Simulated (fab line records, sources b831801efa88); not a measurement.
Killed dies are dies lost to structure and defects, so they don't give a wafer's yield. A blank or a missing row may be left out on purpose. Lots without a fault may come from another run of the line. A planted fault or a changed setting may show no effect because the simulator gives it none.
One fault seen from 2 desks | flow gf180mcu | each desk has only its own numbers; what lay behind them comes last

THE TOOL OWNER'S DESK: cvd_w-02
The tool's own readings at GF_V2_CVD_23 (deposits W, target thk 350 nm, time 104.94 s): means of the sampled wafers that have a number, for each lot that ran on this tool. A lot is out of limits, marked OUT, if its mean lies more than 4 standard deviations from the usual mean; the brackets give that distance.
Columns: A = heater_power_w at GF_V2_CVD_23, usual 782 W
lot  | first seen here | A
L832 | day 21 07:40    | 760
L836 | day 23 03:28    | 779
L837 | day 23 05:33    | 766
L838 | day 23 17:15    | 772
L839 | day 24 01:49    | 756
L840 | day 24 09:01    | 785
L845 | day 25 21:17    | 788
L847 | day 26 15:33    | 759
This desk's finding: nothing out of limits on any of the 8 lots.

THE METROLOGY DESK
What the gauges read, lot by lot, whatever tool the lot ran on: means of the sampled wafers that have a number. A lot is out of limits, marked OUT, if its mean lies more than 4 standard deviations from the usual mean; the brackets give that distance.
Columns: A = V2_W_RS at GF_V2_RS_MEAS_24, usual 0.328 ohm/sq; B = V2_W_THK at GF_V2_THK_MEAS_25, usual 360 nm; C = M3_ALCU_RS at GF_M3_RS_MEAS_05, usual 0.0696 ohm/sq
lot  | first seen here | A               | B             | C
L830 | day 20 16:37    | 0.329           | 357           | 0.0689
L832 | day 21 07:47    | 0.329           | 353           | 0.0701
L834 | day 22 09:55    | 0.336           | 355           | 0.0696
L836 | day 23 03:34    | 0.328           | 361           | 0.0690
L837 | day 23 05:40    | 0.325           | 363           | 0.0697
L838 | day 23 17:23    | 0.323           | 367           | 0.0691
L839 | day 24 01:56    | 0.325           | 356           | 0.0703
L840 | day 24 09:08    | 0.324           | 362           | 0.0694
L845 | day 25 21:23    | 0.398 (+21) OUT | 294 (-17) OUT | 0.0696
L847 | day 26 15:40    | 0.397 (+20) OUT | 296 (-17) OUT | 0.0689
L852 | day 28 07:13    | 0.330           | 357           | 0.0688
This desk's finding: out of limits on L845, L847; first on L845, day 25 21:23 (V2_W_RS at GF_V2_RS_MEAS_24). In limits: L830, L832, L834, L836, L837, L838, L839, L840, L852.

PUT TOGETHER
The metrology desk could have raised an alarm at day 25 21:23, on L845, L847.
The tool owner's desk saw nothing out of limits.
The tool owner's desk has L845, L847 on record, within its limits.
Of the lots named, all ran GF_V2_CVD_23 on cvd_w-02.

WHAT THE SIMULATOR HAD PUT IN
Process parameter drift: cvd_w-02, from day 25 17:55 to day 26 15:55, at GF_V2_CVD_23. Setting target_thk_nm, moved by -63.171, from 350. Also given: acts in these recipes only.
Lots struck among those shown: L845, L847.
Hours from the fault's start to each desk's first reading out of limits: the metrology desk, 3.
